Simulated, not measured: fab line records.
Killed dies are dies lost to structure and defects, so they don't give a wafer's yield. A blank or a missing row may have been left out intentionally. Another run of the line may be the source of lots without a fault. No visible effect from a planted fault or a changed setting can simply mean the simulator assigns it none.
fab line records	flow sfq_line	part 1 of 2: steps 1 to 27 of 38
record: lots: 5	wafers: 15	last_day: 91
route steps=325 shown JJ@188 M5@198 A5B@209 R5@212
lots that met no fault: taken from a fault-free run of the same line
start_h: start of the lot's first displayed wafer, in hours after the record's first day	wait_h: hours from the lot's prior step to this one	" identical to the entry in the row above	L1.1+2: several wafers, shown together as one row	- no value present, or no start provided	* or withheld: withheld	< > ~ a bound
route shown NAME@n: names a module that has steps shown in the file, with the first one's number in the route	usual: average and standard deviation across the fault-free wafers	same: alike in all rows	chamber/n: place in a boat	sites: the reading at each site	_std_site: the standard deviation of these	_edge_site: inner sites' mean taken away from outer sites' mean	radius_mm: how far each site lies from the wafer's centre	mask NAME#n: copy n	behind: the last tool/chamber to shape the wafer	hold: why the lot went on hold/how many hours it stayed there/how the hold came to an end	device: the transistor (n, p or np) that didn't switch	end of line: the tests these same wafers got at the end of their route	step lacking rows: just its recipe	killed: the dies lost at the first sort to structure and to defects; this is not the yield of the wafer	map: dies across one wafer; x = killed, . = not, _ = none there
set.NAME: setting as actually run; set.NAME@STEP: the setting as run at that earlier step	model.NAME: the simulator's own value behind a step, which no gauge read
a table for each step, a row for each wafer; lots at some steps of the route
services: a tool's chamber out of use, with start hour (start_h, from the record's first day; less than 0 if before it), hours out, and reason
== steps ==
step: SFQ_TRILAYER_JJ_CE_LITHO_EXPOSE_115
recipe: mask_id: J5	na: 0.6	source_shape: conventional	sigma_outer: 0.65	target_cd_nm: 700	dose_mj: 14.4
usual: exposure_dose_mJ_cm2: 14.401/0.013	reticle_temp_C: 22.99/0.098
same: na: 0.6
lot.wafer	tool	chamber	start_h	wait_h	mask	exposure_dose_mJ_cm2	reticle_temp_C
L074.1	krf_scanner-01	0	1216.64	-	J5#0	14.404	22.97
L074.3	"	0	"	"	J5#0	14.426	22.90
L074.6	"	0	"	"	J5#0	14.425	22.94
L083.1	krf_scanner-01	0	1281.93	-	J5#0	14.403	23.05
L083.4	"	0	"	"	J5#0	14.372	22.89
L083.6	"	0	"	"	J5#0	14.402	22.98
L085.1	krf_scanner-01	0	1323.48	-	J5#0	14.395	23.08
L085.3	"	0	"	"	J5#0	14.381	22.90
L085.5	"	0	"	"	J5#0	14.403	22.96
L093.1	krf_scanner-01	0	1376.33	-	J5#0	14.393	23.05
L093.5	"	0	"	"	J5#0	14.398	22.89
L093.6	"	0	"	"	J5#0	14.394	23.13
L095.1	krf_scanner-01	0	1386.92	-	J5#0	14.400	22.92
L095.5	"	0	"	"	J5#0	14.393	22.90
L095.6	"	0	"	"	J5#0	14.398	22.95
step: SFQ_TRILAYER_JJ_CE_LITHO_PEB_117
recipe: peb_temp_c: 115	peb_time_s: 60	resist: KrF
lot.wafer	tool	chamber	start_h	wait_h
L074.1+3+6	litho_track-03	0	1217.84	1.0
L083.1+4+6	litho_track-04	0	1283.13	1.0
L085.1+3+5	litho_track-03	0	1324.68	1.0
L093.1+5+6	litho_track-03	0	1377.53	1.0
L095.1+5+6	litho_track-03	0	1388.12	1.0
step: SFQ_TRILAYER_JJ_CE_LITHO_DEVELOP_116
recipe: time_s: 60	resist: KrF
lot.wafer	tool	chamber	start_h	wait_h
L074.1+3+6	litho_track-03	0	1217.99	0.1
L083.1+4+6	litho_track-04	0	1283.28	0.1
L085.1+3+5	litho_track-03	0	1324.83	0.1
L093.1+5+6	litho_track-03	0	1377.68	0.1
L095.1+5+6	litho_track-03	0	1388.27	0.1
step: SFQ_JJ_OVL_MEAS_931
usual: J5_OVL: 1/4.8
lot.wafer	tool	chamber	start_h	wait_h	J5_OVL[nm]
L074.1	overlay-01	-	1218.14	0.1	0
L074.3	"	-	"	"	4
L074.6	"	-	"	"	1
L083.1	overlay-01	-	1283.43	0.1	1
L083.4	"	-	"	"	-1
L083.6	"	-	"	"	2
L085.1	overlay-01	-	1324.98	0.1	1
L085.3	"	-	"	"	-3
L085.5	"	-	"	"	-4
L093.1	overlay-01	-	1377.83	0.1	2
L093.5	"	-	"	"	-1
L093.6	"	-	"	"	-2
L095.1	overlay-02	-	1388.42	0.1	7
L095.5	"	-	"	"	12
L095.6	"	-	"	"	5
step: SFQ_TRILAYER_JJ_CE_METRO_MEASURE_117
usual: cd_nm: 699.9/1.4
lot.wafer	tool	chamber	start_h	wait_h	cd_nm
L074.1	cd_sem-02	-	1218.17	0.0	700.9
L074.3	"	-	"	"	700.5
L074.6	"	-	"	"	701.8
L083.1	cd_sem-01	-	1283.47	0.0	703.3
L083.4	"	-	"	"	703.9
L083.6	"	-	"	"	702.9
L085.1	cd_sem-01	-	1325.02	0.0	700.2
L085.3	"	-	"	"	701.4
L085.5	"	-	"	"	701.5
L093.1	cd_sem-01	-	1377.86	0.0	699.3
L093.5	"	-	"	"	698.8
L093.6	"	-	"	"	698.6
L095.1	cd_sem-01	-	1388.46	0.0	701.8
L095.5	"	-	"	"	701.8
L095.6	"	-	"	"	700.2
step: SFQ_TRILAYER_JJ_CE_BARC_OPEN_RIE_150
recipe: mask_material: PR	chemistry: O2	target_depth_nm: 240	target: BARC	icp_w: 600	bias_w: 80	pressure_mtorr: 10	time_s: 80
usual: drypump_motor_current_A: 5.9/0.55	oes_product_au: 0.539/0.0048
lot.wafer	tool	chamber	start_h	wait_h	drypump_motor_current_A	oes_product_au	rf_hours_counter_h
L074.1	rie_metal-01	1	1219.37	1.0	6.6	0.536	29
L074.3	"	1	"	"	6.6	0.538	-
L074.6	"	1	"	"	6.6	0.545	-
L083.1	rie_metal-02	1	1284.67	1.0	5.1	0.536	14
L083.4	"	0	"	"	6.3	0.537	-
L083.6	"	1	"	"	5.1	0.539	-
L085.1	rie_metal-02	1	1326.22	1.0	5.1	0.535	19
L085.3	"	1	"	"	5.1	0.531	-
L085.5	"	1	"	"	5.1	0.540	-
L093.1	rie_metal-04	0	1379.06	1.0	6.2	0.536	65
L093.5	"	0	"	"	6.2	0.540	-
L093.6	"	1	"	"	6.2	0.544	-
L095.1	rie_metal-02	1	1389.66	1.0	5.1	0.540	32
L095.5	"	0	"	"	6.3	0.536	-
L095.6	"	1	"	"	5.1	0.537	-
step: SFQ_TRILAYER_JJ_CE_ETCH_RIE_118
recipe: target: Nb	stop_on: Al2O3	mask_material: PR	taper_deg: 13.257	over_etch_frac: 0.15	time_s: 97.7	chemistry: SF6	target_depth_nm: 170	icp_w: 600	bias_w: 80	pressure_mtorr: 10
usual: drypump_motor_current_A: 5.9/0.55	oes_product_au: 0.991/0.0062
lot.wafer	tool	chamber	start_h	wait_h	drypump_motor_current_A	oes_product_au	rf_hours_counter_h
L074.1	rie_metal-01	1	1219.47	0.1	6.6	0.983	29
L074.3	"	1	"	"	6.6	0.990	-
L074.6	"	1	"	"	6.6	0.987	-
L083.1	rie_metal-02	1	1284.76	0.1	5.1	0.998	14
L083.4	"	0	"	"	6.3	1.001	-
L083.6	"	1	"	"	5.1	0.990	-
L085.1	rie_metal-02	1	1326.31	0.1	5.1	0.999	19
L085.3	"	1	"	"	5.1	0.988	-
L085.5	"	1	"	"	5.1	0.989	-
L093.1	rie_metal-04	0	1379.15	0.1	6.2	0.987	65
L093.5	"	0	"	"	6.2	0.978	-
L093.6	"	1	"	"	6.2	0.988	-
L095.1	rie_metal-02	1	1389.75	0.1	5.1	0.987	32
L095.5	"	0	"	"	6.3	0.994	-
L095.6	"	1	"	"	5.1	0.997	-
step: SFQ_TRILAYER_JJ_ANODIZE_ANODIZE_119
recipe: current_density_ma_cm2: withheld	end_current_density_ma_cm2: withheld	bath_temp_c: withheld
lot.wafer	tool	chamber	start_h	wait_h
L074.1+3+6	wet_bench-05	1,7,6	1219.57	0.1
L083.1+4+6	wet_bench-06	1,7,0	1284.87	0.1
L085.1+3+5	wet_bench-06	0,1,6	1326.42	0.1
L093.1+5+6	wet_bench-06	5,0,3	1379.26	0.1
L095.1+5+6	wet_bench-06	6,2,0	1389.85	0.1
step: SFQ_TRILAYER_JJ_CE_STRIP_STRIP_120
recipe: gas: O2	power_w: 200	platen_temp_c: 40	overash_fraction: 0.65	chemistry: O2	pressure_mtorr: 50
usual: drypump_motor_current_A: 6.0/0.46	oes_product_au: 1.003/0.0093
lot.wafer	tool	chamber	start_h	wait_h	drypump_motor_current_A	oes_product_au	rf_hours_counter_h
L074.1	rie_metal-02	0	1220.07	0.0	6.3	1.002	64
L074.3	"	1	"	"	5.1	1.008	-
L074.6	"	1	"	"	5.1	1.000	-
L083.1	rie_metal-01	1	1285.37	0.0	6.6	0.984	39
L083.4	"	0	"	"	5.5	0.992	-
L083.6	"	0	"	"	5.5	0.992	-
L085.1	rie_metal-04	1	1326.92	0.0	6.2	1.022	136
L085.3	"	1	"	"	6.2	1.014	-
L085.5	"	0	"	"	6.2	1.012	-
L093.1	rie_metal-04	0	1379.76	0.0	6.1	1.002	66
L093.5	"	0	"	"	6.1	1.006	-
L093.6	"	1	"	"	6.2	1.010	-
L095.1	rie_metal-01	1	1390.85	0.0	6.5	1.007	56
L095.5	"	0	"	"	5.5	0.992	-
L095.6	"	1	"	"	6.5	0.995	-
step: SFQ_TRILAYER_JJ_CE_STRIP_SOLV_CLEAN_121
recipe: chemistry: NMP	temp_c: 70	time_s: 600
lot.wafer	tool	chamber	start_h	wait_h
L074.1+3+6	wet_bench-04	7,0,3	1220.67	0.4
L083.1+4+6	wet_bench-02	4,2,0	1285.97	0.4
L085.1+3+5	wet_bench-02	6,1,7	1327.52	0.4
L093.1+5+6	wet_bench-01	5,0,4	1380.36	0.4
L095.1+5+6	wet_bench-04	3,6,7	1391.45	0.4
step: SFQ_TRILAYER_M5_LITHO_COAT_128
recipe: resist: BARC	spin_rpm: 3000	resist_thk_nm: 62
lot.wafer	tool	chamber	start_h	wait_h
L074.1+3+6	litho_track-03	0	1221.02	0.0
L083.1+4+6	litho_track-01	0	1286.32	0.0
L085.1+3+5	litho_track-01	0	1327.71	0.0
L093.1+5+6	litho_track-01	0	1380.55	0.0
L095.1+5+6	litho_track-03	0	1391.63	0.0
step: SFQ_TRILAYER_M5_LITHO_COAT_123
recipe: resist: KrF	spin_rpm: 3000	resist_thk_nm: 600
lot.wafer	tool	chamber	start_h	wait_h
L074.1+3+6	litho_track-03	0	1221.32	0.2
L083.1+4+6	litho_track-01	0	1286.62	0.2
L085.1+3+5	litho_track-01	0	1328.01	0.2
L093.1+5+6	litho_track-01	0	1380.85	0.2
L095.1+5+6	litho_track-03	0	1391.93	0.2
step: SFQ_TRILAYER_M5_LITHO_SOFTBAKE_127
recipe: temp_c: withheld	time_s: withheld	resist: KrF
lot.wafer	tool	chamber	start_h	wait_h
L074.1+3+6	litho_track-03	0	1221.62	0.2
L083.1+4+6	litho_track-01	0	1286.92	0.2
L085.1+3+5	litho_track-01	0	1328.31	0.2
L093.1+5+6	litho_track-01	0	1381.15	0.2
L095.1+5+6	litho_track-03	0	1392.23	0.2
step: SFQ_TRILAYER_M5_LITHO_EXPOSE_124
recipe: mask_id: M5	na: 0.6	source_shape: conventional	sigma_outer: 0.65	target_cd_nm: 700	dose_mj: 14.4
usual: exposure_dose_mJ_cm2: 14.405/0.015	reticle_temp_C: 23.00/0.11
same: na: 0.6
lot.wafer	tool	chamber	start_h	wait_h	mask	exposure_dose_mJ_cm2	reticle_temp_C
L074.1	krf_scanner-02	0	1354.62	-	M5#0	14.412	22.86
L074.3	"	0	"	"	M5#0	14.425	23.14
L074.6	"	0	"	"	M5#0	14.409	23.04
L083.1	krf_scanner-02	0	1409.85	-	M5#0	14.396	22.83
L083.4	"	0	"	"	M5#0	14.385	22.94
L083.6	"	0	"	"	M5#0	14.400	22.98
L085.1	krf_scanner-01	0	1436.97	-	M5#0	14.386	23.12
L085.3	"	0	"	"	M5#0	14.395	23.02
L085.5	"	0	"	"	M5#0	14.403	23.07
L093.1	krf_scanner-01	0	1485.22	-	M5#0	14.412	22.91
L093.5	"	0	"	"	M5#0	14.409	22.94
L093.6	"	0	"	"	M5#0	14.407	23.11
L095.1	krf_scanner-01	0	1502.27	-	M5#0	14.398	22.92
L095.5	"	0	"	"	M5#0	14.411	22.97
L095.6	"	0	"	"	M5#0	14.386	23.09
step: SFQ_TRILAYER_M5_LITHO_PEB_126
recipe: peb_temp_c: 115	peb_time_s: 60	resist: KrF
lot.wafer	tool	chamber	start_h	wait_h
L074.1+3+6	litho_track-01	0	1355.82	1.0
L083.1+4+6	litho_track-02	0	1411.05	1.0
L085.1+3+5	litho_track-02	0	1438.17	1.0
L093.1+5+6	litho_track-01	0	1486.42	1.0
L095.1+5+6	litho_track-03	0	1503.47	1.0
step: SFQ_TRILAYER_M5_LITHO_DEVELOP_125
recipe: time_s: 60	resist: KrF
lot.wafer	tool	chamber	start_h	wait_h
L074.1+3+6	litho_track-01	0	1355.97	0.1
L083.1+4+6	litho_track-02	0	1411.20	0.1
L085.1+3+5	litho_track-02	0	1438.32	0.1
L093.1+5+6	litho_track-01	0	1486.57	0.1
L095.1+5+6	litho_track-03	0	1503.62	0.1
step: SFQ_M5_OVL_MEAS_932
usual: M5_OVL: 0/4.9
lot.wafer	tool	chamber	start_h	wait_h	M5_OVL[nm]
L074.1	overlay-02	-	1356.12	0.1	-3
L074.3	"	-	"	"	-1
L074.6	"	-	"	"	-10
L083.1	overlay-01	-	1411.35	0.1	1
L083.4	"	-	"	"	1
L083.6	"	-	"	"	3
L085.1	overlay-01	-	1438.47	0.1	8
L085.3	"	-	"	"	5
L085.5	"	-	"	"	3
L093.1	overlay-02	-	1486.72	0.1	0
L093.5	"	-	"	"	7
L093.6	"	-	"	"	3
L095.1	overlay-02	-	1503.77	0.1	0
L095.5	"	-	"	"	0
L095.6	"	-	"	"	-5
step: SFQ_TRILAYER_M5_BARC_OPEN_METAL_ETCH_161
recipe: mask_material: PR	chemistry: O2	target_depth_nm: 125	target: BARC	icp_w: 600	bias_w: 80	pressure_mtorr: 10	time_s: 41.7
usual: drypump_motor_current_A: 5.6/0.55	oes_product_au: 0.685/0.005
lot.wafer	tool	chamber	start_h	wait_h	drypump_motor_current_A	oes_product_au	rf_hours_counter_h
L074.1	rie_metal-02	1	1356.16	0.0	5.1	0.674	25
L074.3	"	0	"	"	6.3	0.688	-
L074.6	"	1	"	"	5.0	0.677	-
L083.1	rie_metal-02	1	1411.38	0.0	5.1	0.682	36
L083.4	"	1	"	"	5.1	0.689	-
L083.6	"	1	"	"	5.1	0.687	-
L085.1	rie_metal-02	1	1438.51	0.0	5.1	0.689	40
L085.3	"	1	"	"	5.1	0.680	-
L085.5	"	0	"	"	6.3	0.683	-
L093.1	rie_metal-01	0	1486.76	0.0	5.5	0.695	6
L093.5	"	1	"	"	6.6	0.679	-
L093.6	"	0	"	"	5.5	0.679	-
L095.1	rie_metal-03	1	1503.81	0.0	5.3	0.685	13
L095.5	"	0	"	"	5.5	0.700	-
L095.6	"	1	"	"	5.2	0.686	-
step: SFQ_TRILAYER_M5_ETCH_METAL_ETCH_126
recipe: target: Nb	stop_on: SiO2	mask_material: PR	over_etch_frac: 0.15	time_s: 203.2	chemistry: Cl2/BCl3	target_depth_nm: 265	icp_w: 600	bias_w: 80	pressure_mtorr: 10
usual: drypump_motor_current_A: 5.6/0.55	oes_product_au: 0.730/0.0059
lot.wafer	tool	chamber	start_h	wait_h	drypump_motor_current_A	oes_product_au	rf_hours_counter_h
L074.1	rie_metal-02	1	1356.22	0.0	5.1	0.737	25
L074.3	"	0	"	"	6.3	0.734	-
L074.6	"	1	"	"	5.1	0.729	-
L083.1	rie_metal-02	1	1411.44	0.0	5.1	0.732	36
L083.4	"	1	"	"	5.1	0.732	-
L083.6	"	1	"	"	5.1	0.734	-
L085.1	rie_metal-02	1	1438.57	0.0	5.1	0.733	40
L085.3	"	1	"	"	5.1	0.726	-
L085.5	"	0	"	"	6.3	0.732	-
L093.1	rie_metal-01	0	1486.82	0.0	5.5	0.716	7
L093.5	"	1	"	"	6.6	0.720	-
L093.6	"	0	"	"	5.5	0.729	-
L095.1	rie_metal-03	1	1503.87	0.0	5.2	0.724	13
L095.5	"	0	"	"	5.5	0.725	-
L095.6	"	1	"	"	5.2	0.724	-
step: SFQ_TRILAYER_M5_STRIP_STRIP_127
recipe: gas: O2	power_w: 200	platen_temp_c: 40	overash_fraction: 0.65	chemistry: O2	pressure_mtorr: 50
usual: drypump_motor_current_A: 5.6/0.56	oes_product_au: 0.999/0.0091
lot.wafer	tool	chamber	start_h	wait_h	drypump_motor_current_A	oes_product_au	rf_hours_counter_h
L074.1	rie_metal-02	1	1356.42	0.1	5.1	1.008	26
L074.3	"	0	"	"	6.3	1.007	-
L074.6	"	1	"	"	5.1	1.004	-
L083.1	rie_metal-02	1	1411.64	0.1	5.1	0.998	36
L083.4	"	1	"	"	5.1	1.001	-
L083.6	"	1	"	"	5.1	1.004	-
L085.1	rie_metal-02	1	1438.76	0.1	5.1	1.001	40
L085.3	"	1	"	"	5.1	1.010	-
L085.5	"	0	"	"	6.3	1.009	-
L093.1	rie_metal-01	0	1487.01	0.1	5.5	0.987	7
L093.5	"	1	"	"	6.6	0.987	-
L093.6	"	0	"	"	5.5	0.984	-
L095.1	rie_metal-03	1	1504.06	0.1	5.2	0.985	13
L095.5	"	0	"	"	5.5	0.998	-
L095.6	"	1	"	"	5.3	0.983	-
step: SFQ_TRILAYER_M5_STRIP_SOLV_CLEAN_128
recipe: chemistry: NMP	temp_c: 70	time_s: 600
lot.wafer	tool	chamber	start_h	wait_h
L074.1+3+6	wet_bench-02	7,3,6	1357.02	0.4
L083.1+4+6	wet_bench-02	4,1,0	1412.24	0.4
L085.1+3+5	wet_bench-03	7,3,2	1439.36	0.4
L093.1+5+6	wet_bench-01	2,7,6	1487.61	0.4
L095.1+5+6	wet_bench-03	6,7,5	1504.66	0.4
step: SFQ_TRILAYER_A5B_DEP_PECVD_129
recipe: material: SiO2	temp_c: 150	time_s: 133.33	pressure_torr: 2.4	rf_w: 185.5	precursor: SiH4/N2O	target_thk_nm: 600
usual: heater_power_w: 84/11	throttle_valve_pct: 25.2/1.2
lot.wafer	tool	chamber	start_h	wait_h	heater_power_w	throttle_valve_pct
L074.1	pecvd-04	2	1357.19	0.0	82	24.5
L074.3	"	1	"	"	87	26.5
L074.6	"	0	"	"	69	26.3
L083.1	pecvd-01	2	1412.41	0.0	83	23.9
L083.4	"	1	"	"	99	24.1
L083.6	"	2	"	"	84	23.9
L085.1	pecvd-03	2	1439.54	0.0	96	24.1
L085.3	"	1	"	"	87	27.1
L085.5	"	2	"	"	79	24.3
L093.1	pecvd-04	2	1487.79	0.0	78	24.7
L093.5	"	0	"	"	60	26.4
L093.6	"	1	"	"	72	27.1
L095.1	pecvd-01	2	1504.84	0.0	80	24.4
L095.5	"	1	"	"	100	24.6
L095.6	"	0	"	"	85	24.6
step: SFQ_TRILAYER_A5B_CMP_CMP_130
recipe: stop_on: Nb	down_force_psi: 3	platen_rpm: 60	target_thk_nm: 340.7
usual: motor_current_A: 10.7/1.1
lot.wafer	tool	chamber	start_h	wait_h	motor_current_A
L074.1	cmp-02	0	1359.02	1.8	11.7
L074.3	"	3	1360.52	3.3	11.5
L074.6	"	1	1361.52	4.2	9.6
L083.1	cmp-01	3	1412.50	0.0	12.4
L083.4	"	1	1413.50	1.0	10.0
L083.6	"	3	1414.50	2.0	11.6
L085.3	cmp-01	1	1439.63	0.0	9.9
L085.1	"	2	"	"	8.9
L085.5	"	1	1441.63	2.0	9.5
L093.1	cmp-02	0	1488.02	0.2	11.4
L093.6	"	0	1490.02	2.1	11.1
L093.5	"	1	"	"	10.1
L095.1	cmp-02	0	1506.43	1.5	11.0
L095.6	"	1	"	"	9.8
L095.5	"	2	"	"	11.2
step: SFQ_TRILAYER_A5B_METRO_MEASURE_131
usual: thk_nm: 344/5.7
lot.wafer	tool	chamber	start_h	wait_h	thk_nm
L074.1	film_metro-02	-	1362.02	2.5	345
L074.3	"	-	"	"	345
L074.6	"	-	"	"	341
L083.1	film_metro-02	-	1415.50	2.5	342
L083.4	"	-	"	"	352
L083.6	"	-	"	"	345
L085.1	film_metro-02	-	1442.63	2.0	350
L085.3	"	-	"	"	349
L085.5	"	-	"	"	343
L093.1	film_metro-03	-	1491.02	2.5	338
L093.5	"	-	"	"	347
L093.6	"	-	"	"	345
L095.1	film_metro-02	-	1507.93	1.0	340
L095.5	"	-	"	"	342
L095.6	"	-	"	"	344
step: SFQ_TRILAYER_R5_DEP_SPUTTER_132
recipe: material: Ti	base_pressure_pa: 1.33e-06	target_thk_nm: 5	power_w: 2000	time_s: 5	chamber_pressure_pa: 0.4
usual: throttle_valve_pct: 30.8/0.78
lot.wafer	tool	chamber	start_h	wait_h	throttle_valve_pct
L074.1	pvd_sputter-03	-	1363.22	1.0	31.2
L074.3	"	-	"	"	30.7
L074.6	"	-	"	"	31.0
L083.1	pvd_sputter-03	-	1416.70	1.0	30.0
L083.4	"	-	"	"	31.0
L083.6	"	-	"	"	30.8
L085.1	pvd_sputter-05	-	1443.83	1.0	32.1
L085.3	"	-	"	"	31.7
L085.5	"	-	"	"	31.7
L093.1	pvd_sputter-03	-	1492.22	1.0	30.9
L093.5	"	-	"	"	31.3
L093.6	"	-	"	"	31.3
L095.1	pvd_sputter-05	-	1509.13	1.0	31.8
L095.5	"	-	"	"	29.6
L095.6	"	-	"	"	32.0
step: SFQ_TRILAYER_R5_DEP_SPUTTER_133
recipe: material: MoNx	base_pressure_pa: 1.33e-06	target_thk_nm: 40	power_w: 1000	time_s: 66.7	chamber_pressure_pa: 0.4
usual: throttle_valve_pct: 30.9/0.76
lot.wafer	tool	chamber	start_h	wait_h	throttle_valve_pct
L074.1	pvd_sputter-03	-	1363.24	0.0	31.4
L074.3	"	-	"	"	31.1
L074.6	"	-	"	"	31.1
L083.1	pvd_sputter-03	-	1416.72	0.0	30.2
L083.4	"	-	"	"	31.1
L083.6	"	-	"	"	31.1
L085.1	pvd_sputter-05	-	1443.85	0.0	31.9
L085.3	"	-	"	"	31.7
L085.5	"	-	"	"	32.0
L093.1	pvd_sputter-03	-	1492.24	0.0	31.5
L093.5	"	-	"	"	31.1
L093.6	"	-	"	"	31.0
L095.1	pvd_sputter-05	-	1509.15	0.0	31.8
L095.5	"	-	"	"	29.5
L095.6	"	-	"	"	32.0
step: SFQ_TRILAYER_R5_DEP_SPUTTER_134
recipe: material: Ti	base_pressure_pa: 1.33e-06	target_thk_nm: 5	power_w: 2000	time_s: 5	chamber_pressure_pa: 0.4
usual: throttle_valve_pct: 30.9/0.75
lot.wafer	tool	chamber	start_h	wait_h	throttle_valve_pct
L074.1	pvd_sputter-03	-	1363.29	0.0	31.2
L074.3	"	-	"	"	30.8
L074.6	"	-	"	"	31.1
L083.1	pvd_sputter-03	-	1416.77	0.0	30.3
L083.4	"	-	"	"	31.3
L083.6	"	-	"	"	31.4
L085.1	pvd_sputter-05	-	1443.90	0.0	31.9
L085.3	"	-	"	"	31.9
L085.5	"	-	"	"	31.7
L093.1	pvd_sputter-03	-	1492.29	0.0	30.9
L093.5	"	-	"	"	31.1
L093.6	"	-	"	"	31.1
L095.1	pvd_sputter-05	-	1509.20	0.0	31.7
L095.5	"	-	"	"	29.8
L095.6	"	-	"	"	32.1
